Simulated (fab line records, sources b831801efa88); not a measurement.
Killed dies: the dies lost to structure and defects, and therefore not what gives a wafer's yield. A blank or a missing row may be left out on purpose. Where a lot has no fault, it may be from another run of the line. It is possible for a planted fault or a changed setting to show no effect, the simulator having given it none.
The tool behind it: which one? || flow gf180mcu || 14 lots, 42 wafers sampled, at 4 steps of a route of 602

## WHAT EACH GAUGE READ, for each wafer
The record lacks any reading of a measuring or inspecting step that a usual standard deviation could be used to judge.

## TOOL THAT RAN EACH LOT (tool first, then ch and the chambers of the sampled wafers, then the start)
{"lot": "L663", "GF_NSD_STRIP_11": "plasma_asher-02 ch 0,1, day 13 09:47", "GF_SALICIDE_SPUTTER_02": "pvd_sputter-01, day 15 05:00", "GF_M1_SPUTTER_00": "pvd_sputter-04, day 16 05:37", "GF_M1_METAL_ETCH_16": "rie_metal-03 ch 0,1, day 17 04:01"}
{"lot": "L664", "GF_NSD_STRIP_11": "plasma_asher-02 ch 0,1, day 13 18:44", "GF_SALICIDE_SPUTTER_02": "pvd_sputter-01, day 15 14:10", "GF_M1_SPUTTER_00": "pvd_sputter-04, day 16 14:47", "GF_M1_METAL_ETCH_16": "rie_metal-03 ch 0,1, day 17 13:38"}
{"lot": "L665", "GF_NSD_STRIP_11": "plasma_asher-03 ch 0, day 13 23:59", "GF_SALICIDE_SPUTTER_02": "pvd_sputter-04, day 15 20:35", "GF_M1_SPUTTER_00": "pvd_sputter-03, day 16 21:23", "GF_M1_METAL_ETCH_16": "rie_metal-01 ch 0,1, day 17 19:47"}
{"lot": "L668", "GF_NSD_STRIP_11": "plasma_asher-03 ch 0,1, day 15 11:29", "GF_SALICIDE_SPUTTER_02": "pvd_sputter-03, day 17 08:06", "GF_M1_SPUTTER_00": "pvd_sputter-02, day 18 08:53", "GF_M1_METAL_ETCH_16": "rie_metal-02 ch 0,1, day 19 08:32"}
{"lot": "L669", "GF_NSD_STRIP_11": "plasma_asher-01 ch 0,1, day 15 18:08", "GF_SALICIDE_SPUTTER_02": "pvd_sputter-03, day 17 15:27", "GF_M1_SPUTTER_00": "pvd_sputter-04, day 18 16:53", "GF_M1_METAL_ETCH_16": "rie_metal-03 ch 0,1, day 19 17:08"}
{"lot": "L670", "GF_NSD_STRIP_11": "plasma_asher-02 ch 0,1, day 16 00:44", "GF_SALICIDE_SPUTTER_02": "pvd_sputter-01, day 17 22:19", "GF_M1_SPUTTER_00": "pvd_sputter-04, day 19 00:31", "GF_M1_METAL_ETCH_16": "rie_metal-01 ch 0,1, day 20 01:02"}
{"lot": "L671", "GF_NSD_STRIP_11": "plasma_asher-03 ch 0,1, day 16 03:41", "GF_SALICIDE_SPUTTER_02": "pvd_sputter-03, day 18 01:14", "GF_M1_SPUTTER_00": "pvd_sputter-02, day 19 03:31", "GF_M1_METAL_ETCH_16": "rie_metal-01 ch 0,1, day 20 04:43"}
{"lot": "L674", "GF_NSD_STRIP_11": "plasma_asher-02 ch 0,1, day 17 11:14", "GF_SALICIDE_SPUTTER_02": "pvd_sputter-04, day 19 10:35", "GF_M1_SPUTTER_00": "pvd_sputter-02, day 20 13:47", "GF_M1_METAL_ETCH_16": "rie_metal-01 ch 0,1, day 21 13:58"}
{"lot": "L676", "GF_NSD_STRIP_11": "plasma_asher-01 ch 0,1, day 17 21:58", "GF_SALICIDE_SPUTTER_02": "pvd_sputter-01, day 19 22:29", "GF_M1_SPUTTER_00": "pvd_sputter-04, day 21 00:56", "GF_M1_METAL_ETCH_16": "rie_metal-03 ch 0,1, day 22 00:44"}
{"lot": "L677", "GF_NSD_STRIP_11": "plasma_asher-01 ch 0,1, day 18 06:40", "GF_SALICIDE_SPUTTER_02": "pvd_sputter-01, day 20 08:17", "GF_M1_SPUTTER_00": "pvd_sputter-04, day 21 11:14", "GF_M1_METAL_ETCH_16": "rie_metal-02 ch 0,1, day 22 11:22"}
{"lot": "L678", "GF_NSD_STRIP_11": "plasma_asher-03 ch 0,1, day 18 17:35", "GF_SALICIDE_SPUTTER_02": "pvd_sputter-04, day 20 19:32", "GF_M1_SPUTTER_00": "pvd_sputter-04, day 21 22:17", "GF_M1_METAL_ETCH_16": "rie_metal-03 ch 1, day 22 21:50"}
{"lot": "L679", "GF_NSD_STRIP_11": "plasma_asher-01 ch 0,1, day 18 22:04", "GF_SALICIDE_SPUTTER_02": "pvd_sputter-01, day 20 23:59", "GF_M1_SPUTTER_00": "pvd_sputter-03, day 22 02:23", "GF_M1_METAL_ETCH_16": "rie_metal-03 ch 1, day 23 01:49"}
{"lot": "L685", "GF_NSD_STRIP_11": "plasma_asher-01 ch 0,1, day 21 01:37", "GF_SALICIDE_SPUTTER_02": "pvd_sputter-03, day 23 00:09", "GF_M1_SPUTTER_00": "pvd_sputter-02, day 24 00:41", "GF_M1_METAL_ETCH_16": "rie_metal-02 ch 0,1, day 24 22:41"}
{"lot": "L686", "GF_NSD_STRIP_11": "plasma_asher-01 ch 0,1, day 21 06:01", "GF_SALICIDE_SPUTTER_02": "pvd_sputter-01, day 23 06:40", "GF_M1_SPUTTER_00": "pvd_sputter-04, day 24 07:38", "GF_M1_METAL_ETCH_16": "rie_metal-03 ch 0, day 25 05:25"}
- GF_NSD_STRIP_11: strips in O2/N2.
- GF_SALICIDE_SPUTTER_02: material Co, target thk 10 nm, time 20 s.
- GF_M1_SPUTTER_00: material Ti, target thk 37.5 nm, time 150 s.
- GF_M1_METAL_ETCH_16: etches the open film in Cl2/BCl3, stops on SiO2, target depth 627.5 nm, time 104.6 s.

## AS READ BY THE TOOLS THEMSELVES (means over the sampled wafers that have a number; for cases with no such wafer, the mark the record gives instead)
GF_NSD_STRIP_11. Usual: drypump_motor_current_A 5.89 A, standard deviation 0.16; heater_power_w 316 W, standard deviation 50; oes_product_au 0.487 a.u., standard deviation 0.0044; strip_time_to_endpoint_s 22.968 s, standard deviation 0.03.
{"lot": "L663", "tool": "plasma_asher-02", "drypump_motor_current_A (A)": 5.89, "heater_power_w (W)": 285, "oes_product_au (a.u.)": 0.486, "strip_time_to_endpoint_s (s)": 22.981, "flag": ""}
{"lot": "L664", "tool": "plasma_asher-02", "drypump_motor_current_A (A)": 5.76, "heater_power_w (W)": 294, "oes_product_au (a.u.)": 0.486, "strip_time_to_endpoint_s (s)": 23.004, "flag": ""}
{"lot": "L665", "tool": "plasma_asher-03", "drypump_motor_current_A (A)": 5.80, "heater_power_w (W)": 261, "oes_product_au (a.u.)": 0.487, "strip_time_to_endpoint_s (s)": 22.932, "flag": ""}
{"lot": "L668", "tool": "plasma_asher-03", "drypump_motor_current_A (A)": 5.99, "heater_power_w (W)": 302, "oes_product_au (a.u.)": 0.486, "strip_time_to_endpoint_s (s)": 22.946, "flag": ""}
{"lot": "L669", "tool": "plasma_asher-01", "drypump_motor_current_A (A)": 5.95, "heater_power_w (W)": 345, "oes_product_au (a.u.)": 0.482, "strip_time_to_endpoint_s (s)": 22.957, "flag": ""}
{"lot": "L670", "tool": "plasma_asher-02", "drypump_motor_current_A (A)": 5.86, "heater_power_w (W)": 279, "oes_product_au (a.u.)": 0.487, "strip_time_to_endpoint_s (s)": 22.989, "flag": ""}
{"lot": "L671", "tool": "plasma_asher-03", "drypump_motor_current_A (A)": 5.97, "heater_power_w (W)": 298, "oes_product_au (a.u.)": 0.483, "strip_time_to_endpoint_s (s)": 22.983, "flag": ""}
{"lot": "L674", "tool": "plasma_asher-02", "drypump_motor_current_A (A)": 5.76, "heater_power_w (W)": 290, "oes_product_au (a.u.)": 0.487, "strip_time_to_endpoint_s (s)": 22.938, "flag": ""}
{"lot": "L676", "tool": "plasma_asher-01", "drypump_motor_current_A (A)": 5.94, "heater_power_w (W)": 341, "oes_product_au (a.u.)": 0.488, "strip_time_to_endpoint_s (s)": 22.972, "flag": ""}
{"lot": "L677", "tool": "plasma_asher-01", "drypump_motor_current_A (A)": 5.90, "heater_power_w (W)": 378, "oes_product_au (a.u.)": 0.489, "strip_time_to_endpoint_s (s)": 22.925, "flag": ""}
{"lot": "L678", "tool": "plasma_asher-03", "drypump_motor_current_A (A)": 5.83, "heater_power_w (W)": 278, "oes_product_au (a.u.)": 0.488, "strip_time_to_endpoint_s (s)": 22.989, "flag": ""}
{"lot": "L679", "tool": "plasma_asher-01", "drypump_motor_current_A (A)": 5.94, "heater_power_w (W)": 347, "oes_product_au (a.u.)": 0.489, "strip_time_to_endpoint_s (s)": 22.974, "flag": ""}
{"lot": "L685", "tool": "plasma_asher-01", "drypump_motor_current_A (A)": 5.90, "heater_power_w (W)": 381, "oes_product_au (a.u.)": 0.485, "strip_time_to_endpoint_s (s)": 22.933, "flag": ""}
{"lot": "L686", "tool": "plasma_asher-01", "drypump_motor_current_A (A)": 5.92, "heater_power_w (W)": 373, "oes_product_au (a.u.)": 0.480, "strip_time_to_endpoint_s (s)": 22.982, "flag": ""}

GF_SALICIDE_SPUTTER_02. Usual: cathode_dc_power_W 1000.00 W, standard deviation 0.17; chamber_pressure_pa 0.3998 Pa, standard deviation 0.00077; throttle_valve_pct 29.7 %, standard deviation 1.
{"lot": "L663", "tool": "pvd_sputter-01", "cathode_dc_power_W (W)": 1000.01, "chamber_pressure_pa (Pa)": 0.3992, "throttle_valve_pct (%)": 30.0, "flag": ""}
{"lot": "L664", "tool": "pvd_sputter-01", "cathode_dc_power_W (W)": 1000.01, "chamber_pressure_pa (Pa)": 0.4002, "throttle_valve_pct (%)": 29.1, "flag": ""}
{"lot": "L665", "tool": "pvd_sputter-04", "cathode_dc_power_W (W)": 999.81, "chamber_pressure_pa (Pa)": 0.3995, "throttle_valve_pct (%)": 29.1, "flag": ""}
{"lot": "L668", "tool": "pvd_sputter-03", "cathode_dc_power_W (W)": 1000.00, "chamber_pressure_pa (Pa)": 0.4002, "throttle_valve_pct (%)": 29.4, "flag": ""}
{"lot": "L669", "tool": "pvd_sputter-03", "cathode_dc_power_W (W)": 1000.17, "chamber_pressure_pa (Pa)": 0.4008, "throttle_valve_pct (%)": 29.8, "flag": ""}
{"lot": "L670", "tool": "pvd_sputter-01", "cathode_dc_power_W (W)": 1000.11, "chamber_pressure_pa (Pa)": 0.4001, "throttle_valve_pct (%)": 29.6, "flag": ""}
{"lot": "L671", "tool": "pvd_sputter-03", "cathode_dc_power_W (W)": 1000.00, "chamber_pressure_pa (Pa)": 0.4001, "throttle_valve_pct (%)": 29.9, "flag": ""}
{"lot": "L674", "tool": "pvd_sputter-04", "cathode_dc_power_W (W)": 1000.02, "chamber_pressure_pa (Pa)": 0.4002, "throttle_valve_pct (%)": 30.2, "flag": ""}
{"lot": "L676", "tool": "pvd_sputter-01", "cathode_dc_power_W (W)": 999.90, "chamber_pressure_pa (Pa)": 0.3993, "throttle_valve_pct (%)": 29.4, "flag": ""}
{"lot": "L677", "tool": "pvd_sputter-01", "cathode_dc_power_W (W)": 999.98, "chamber_pressure_pa (Pa)": 0.3989, "throttle_valve_pct (%)": 29.2, "flag": ""}
{"lot": "L678", "tool": "pvd_sputter-04", "cathode_dc_power_W (W)": 1000.13, "chamber_pressure_pa (Pa)": 0.3996, "throttle_valve_pct (%)": 30.3, "flag": ""}
{"lot": "L679", "tool": "pvd_sputter-01", "cathode_dc_power_W (W)": 999.97, "chamber_pressure_pa (Pa)": 0.3995, "throttle_valve_pct (%)": 30.2, "flag": ""}
{"lot": "L685", "tool": "pvd_sputter-03", "cathode_dc_power_W (W)": 999.83, "chamber_pressure_pa (Pa)": 0.3988, "throttle_valve_pct (%)": 30.3, "flag": ""}
{"lot": "L686", "tool": "pvd_sputter-01", "cathode_dc_power_W (W)": 999.87, "chamber_pressure_pa (Pa)": 0.3988, "throttle_valve_pct (%)": 29.8, "flag": ""}

GF_M1_SPUTTER_00. Usual: cathode_dc_power_W 3999.9 W, standard deviation 0.74; chamber_pressure_pa 2.000 Pa, standard deviation 0.0039; substrate_temp_c 200.00 C, standard deviation 0.16; throttle_valve_pct 29.9 %, standard deviation 1.4.
{"lot": "L663", "tool": "pvd_sputter-04", "cathode_dc_power_W (W)": 3999.8, "chamber_pressure_pa (Pa)": 1.997, "substrate_temp_c (C)": 199.84, "throttle_valve_pct (%)": 29.2, "flag": ""}
{"lot": "L664", "tool": "pvd_sputter-04", "cathode_dc_power_W (W)": 4000.1, "chamber_pressure_pa (Pa)": 2.003, "substrate_temp_c (C)": 200.06, "throttle_valve_pct (%)": 28.0, "flag": ""}
{"lot": "L665", "tool": "pvd_sputter-03", "cathode_dc_power_W (W)": 4000.2, "chamber_pressure_pa (Pa)": 2.001, "substrate_temp_c (C)": 200.08, "throttle_valve_pct (%)": 30.0, "flag": ""}
{"lot": "L668", "tool": "pvd_sputter-02", "cathode_dc_power_W (W)": 3999.5, "chamber_pressure_pa (Pa)": 2.002, "substrate_temp_c (C)": 200.02, "throttle_valve_pct (%)": 30.6, "flag": ""}
{"lot": "L669", "tool": "pvd_sputter-04", "cathode_dc_power_W (W)": 3999.4, "chamber_pressure_pa (Pa)": 1.998, "substrate_temp_c (C)": 200.21, "throttle_valve_pct (%)": 28.3, "flag": ""}
{"lot": "L670", "tool": "pvd_sputter-04", "cathode_dc_power_W (W)": 3999.2, "chamber_pressure_pa (Pa)": 2.004, "substrate_temp_c (C)": 199.96, "throttle_valve_pct (%)": 29.5, "flag": ""}
{"lot": "L671", "tool": "pvd_sputter-02", "cathode_dc_power_W (W)": 3999.9, "chamber_pressure_pa (Pa)": 1.996, "substrate_temp_c (C)": 199.88, "throttle_valve_pct (%)": 31.2, "flag": ""}
{"lot": "L674", "tool": "pvd_sputter-02", "cathode_dc_power_W (W)": 3999.1, "chamber_pressure_pa (Pa)": 2.000, "substrate_temp_c (C)": 199.95, "throttle_valve_pct (%)": 30.4, "flag": ""}
{"lot": "L676", "tool": "pvd_sputter-04", "cathode_dc_power_W (W)": 3999.5, "chamber_pressure_pa (Pa)": 1.998, "substrate_temp_c (C)": 199.99, "throttle_valve_pct (%)": 29.6, "flag": ""}
{"lot": "L677", "tool": "pvd_sputter-04", "cathode_dc_power_W (W)": "-", "chamber_pressure_pa (Pa)": "-", "substrate_temp_c (C)": "-", "throttle_valve_pct (%)": "-", "flag": "OFF"}
{"lot": "L678", "tool": "pvd_sputter-04", "cathode_dc_power_W (W)": "-", "chamber_pressure_pa (Pa)": "-", "substrate_temp_c (C)": "-", "throttle_valve_pct (%)": "-", "flag": "OFF"}
{"lot": "L679", "tool": "pvd_sputter-03", "cathode_dc_power_W (W)": 4000.7, "chamber_pressure_pa (Pa)": 1.999, "substrate_temp_c (C)": 200.01, "throttle_valve_pct (%)": 30.2, "flag": ""}
{"lot": "L685", "tool": "pvd_sputter-02", "cathode_dc_power_W (W)": 3999.9, "chamber_pressure_pa (Pa)": 2.001, "substrate_temp_c (C)": 199.96, "throttle_valve_pct (%)": 31.1, "flag": ""}
{"lot": "L686", "tool": "pvd_sputter-04", "cathode_dc_power_W (W)": 4000.5, "chamber_pressure_pa (Pa)": 2.000, "substrate_temp_c (C)": 200.18, "throttle_valve_pct (%)": 29.1, "flag": ""}

GF_M1_METAL_ETCH_16. Usual: drypump_motor_current_A 5.70 A, standard deviation 0.23; he_backside_leak_sccm 3.41 sccm, standard deviation 0.17; mfc_cl2_sccm 79.97 sccm, standard deviation 0.24; oes_product_au 0.970 a.u., standard deviation 0.0066; throttle_valve_pct 28.252 %, standard deviation 0.011.
{"lot": "L663", "tool": "rie_metal-03", "drypump_motor_current_A (A)": 5.53, "he_backside_leak_sccm (sccm)": 3.52, "mfc_cl2_sccm (sccm)": 80.13, "oes_product_au (a.u.)": 0.968, "throttle_valve_pct (%)": 28.255, "flag": ""}
{"lot": "L664", "tool": "rie_metal-03", "drypump_motor_current_A (A)": 5.54, "he_backside_leak_sccm (sccm)": 3.50, "mfc_cl2_sccm (sccm)": 80.17, "oes_product_au (a.u.)": 0.967, "throttle_valve_pct (%)": 28.260, "flag": ""}
{"lot": "L665", "tool": "rie_metal-01", "drypump_motor_current_A (A)": 5.59, "he_backside_leak_sccm (sccm)": 3.39, "mfc_cl2_sccm (sccm)": 79.88, "oes_product_au (a.u.)": 0.969, "throttle_valve_pct (%)": 28.254, "flag": ""}
{"lot": "L668", "tool": "rie_metal-02", "drypump_motor_current_A (A)": 5.94, "he_backside_leak_sccm (sccm)": 3.47, "mfc_cl2_sccm (sccm)": 79.86, "oes_product_au (a.u.)": 0.972, "throttle_valve_pct (%)": 28.253, "flag": ""}
{"lot": "L669", "tool": "rie_metal-03", "drypump_motor_current_A (A)": 5.55, "he_backside_leak_sccm (sccm)": 3.37, "mfc_cl2_sccm (sccm)": 80.14, "oes_product_au (a.u.)": 0.968, "throttle_valve_pct (%)": 28.252, "flag": ""}
{"lot": "L670", "tool": "rie_metal-01", "drypump_motor_current_A (A)": 5.66, "he_backside_leak_sccm (sccm)": 3.41, "mfc_cl2_sccm (sccm)": 79.79, "oes_product_au (a.u.)": 0.966, "throttle_valve_pct (%)": 28.256, "flag": ""}
{"lot": "L671", "tool": "rie_metal-01", "drypump_motor_current_A (A)": 5.60, "he_backside_leak_sccm (sccm)": 3.56, "mfc_cl2_sccm (sccm)": 79.55, "oes_product_au (a.u.)": 0.963, "throttle_valve_pct (%)": 28.253, "flag": ""}
{"lot": "L674", "tool": "rie_metal-01", "drypump_motor_current_A (A)": 5.65, "he_backside_leak_sccm (sccm)": 3.32, "mfc_cl2_sccm (sccm)": 79.72, "oes_product_au (a.u.)": 0.974, "throttle_valve_pct (%)": 28.249, "flag": ""}
{"lot": "L676", "tool": "rie_metal-03", "drypump_motor_current_A (A)": 5.69, "he_backside_leak_sccm (sccm)": 3.27, "mfc_cl2_sccm (sccm)": 80.05, "oes_product_au (a.u.)": 0.968, "throttle_valve_pct (%)": 28.252, "flag": ""}
{"lot": "L677", "tool": "rie_metal-02", "drypump_motor_current_A (A)": 5.81, "he_backside_leak_sccm (sccm)": 3.46, "mfc_cl2_sccm (sccm)": 79.83, "oes_product_au (a.u.)": 0.990, "throttle_valve_pct (%)": 28.238, "flag": "OFF"}
{"lot": "L678", "tool": "rie_metal-03", "drypump_motor_current_A (A)": 5.41, "he_backside_leak_sccm (sccm)": 3.36, "mfc_cl2_sccm (sccm)": 80.03, "oes_product_au (a.u.)": 0.996, "throttle_valve_pct (%)": 28.218, "flag": "OFF"}
{"lot": "L679", "tool": "rie_metal-03", "drypump_motor_current_A (A)": 5.40, "he_backside_leak_sccm (sccm)": 3.55, "mfc_cl2_sccm (sccm)": 79.81, "oes_product_au (a.u.)": 0.970, "throttle_valve_pct (%)": 28.260, "flag": ""}
{"lot": "L685", "tool": "rie_metal-02", "drypump_motor_current_A (A)": 5.98, "he_backside_leak_sccm (sccm)": 3.59, "mfc_cl2_sccm (sccm)": 80.08, "oes_product_au (a.u.)": 0.980, "throttle_valve_pct (%)": 28.250, "flag": ""}
{"lot": "L686", "tool": "rie_metal-03", "drypump_motor_current_A (A)": 5.81, "he_backside_leak_sccm (sccm)": 3.24, "mfc_cl2_sccm (sccm)": 79.96, "oes_product_au (a.u.)": 0.972, "throttle_valve_pct (%)": 28.255, "flag": ""}

## THE ANSWER, worked out from the rows above alone
Rule: lot off if the mean of its wafers having a number is beyond 3 standard deviations from the usual mean. A lot without any number at a reading at which 4 lots or more have one is off too. All remaining lots with rows at the step are treated as sound. After the gauges, taken in route order, come the tools' own readings; for these a lot's mean is taken, as printed above. The first step at which some lot is off is used, and at that step the reading that is off furthest; a lot without a number counts as furthest.
Off at GF_M1_SPUTTER_00 (cathode_dc_power_W): L677, L678. Without a number there: L677, L678.
If a tool, at that step or one of the process steps before it, ran each lot that is off and ran no sound lot following the first of them, it fits. None of those tried fits.

## WHAT THE SIMULATOR HAD PUT IN
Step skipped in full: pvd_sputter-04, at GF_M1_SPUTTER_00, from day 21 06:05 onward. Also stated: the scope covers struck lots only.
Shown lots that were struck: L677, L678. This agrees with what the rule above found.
